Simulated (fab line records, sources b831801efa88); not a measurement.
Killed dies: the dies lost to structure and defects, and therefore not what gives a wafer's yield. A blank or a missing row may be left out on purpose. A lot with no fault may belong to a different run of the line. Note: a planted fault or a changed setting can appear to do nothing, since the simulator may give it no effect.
Chamber matching + flow sky130 + 4 sister chambers for SKY_LI_CONTACT_CMP_02 on cmp-01
The step polishes PSG. 4 wafers are shown with their chamber, then 7 later ones without.

WAFERS PAIRED WITH THEIR CHAMBERS
| wafer  | chamber | motorCurrentA (A) |
|--------|---------|-------------------|
| L721.1 | 3       | 9.5               |
| L722.4 | 0       | 14.3              |
| L725.1 | 1       | 13.6              |
| L725.3 | 2       | 10.6              |

WAFERS WITHOUT THEIR CHAMBER
| wafer  | motorCurrentA (A) |
|--------|-------------------|
| L725.5 | 13.3              |
| L729.2 | 13.4              |
| L729.3 | 10.2              |
| L729.4 | 11.1              |
| L731.4 | 14.3              |
| L731.5 | 9.6               |
| L731.6 | 11.0              |

WHICH CHAMBER EACH ONE RAN IN
| wafer  | from the rows above     | in truth |
|--------|-------------------------|----------|
| L725.5 | 1                       | 1        |
| L729.2 | 1                       | 1        |
| L729.3 | can't be placed: 2 or 3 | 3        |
| L729.4 | 2                       | 2        |
| L731.4 | 0                       | 0        |
| L731.5 | 3                       | 3        |
| L731.6 | 2                       | 2        |
Correct placement for 6 of the 7. Unplaceable from these rows: 1, with the true chamber sitting among the candidates in 1. 0 placed wrongly.
How it was worked out, from the rows above alone: a wafer's distance from a chamber is the root of the sum, over the readings, of the square of ((its reading less the chamber's mean) divided by the reading's scatter). The wafer belongs to the nearest chamber; if the next one is less than 2 further off, it can't be placed. A chamber's mean is the mean of its shown wafers. The scatter (one wafer shown for each chamber): square how far every hidden wafer sits from the nearest shown wafer, average those squares and take the square root.
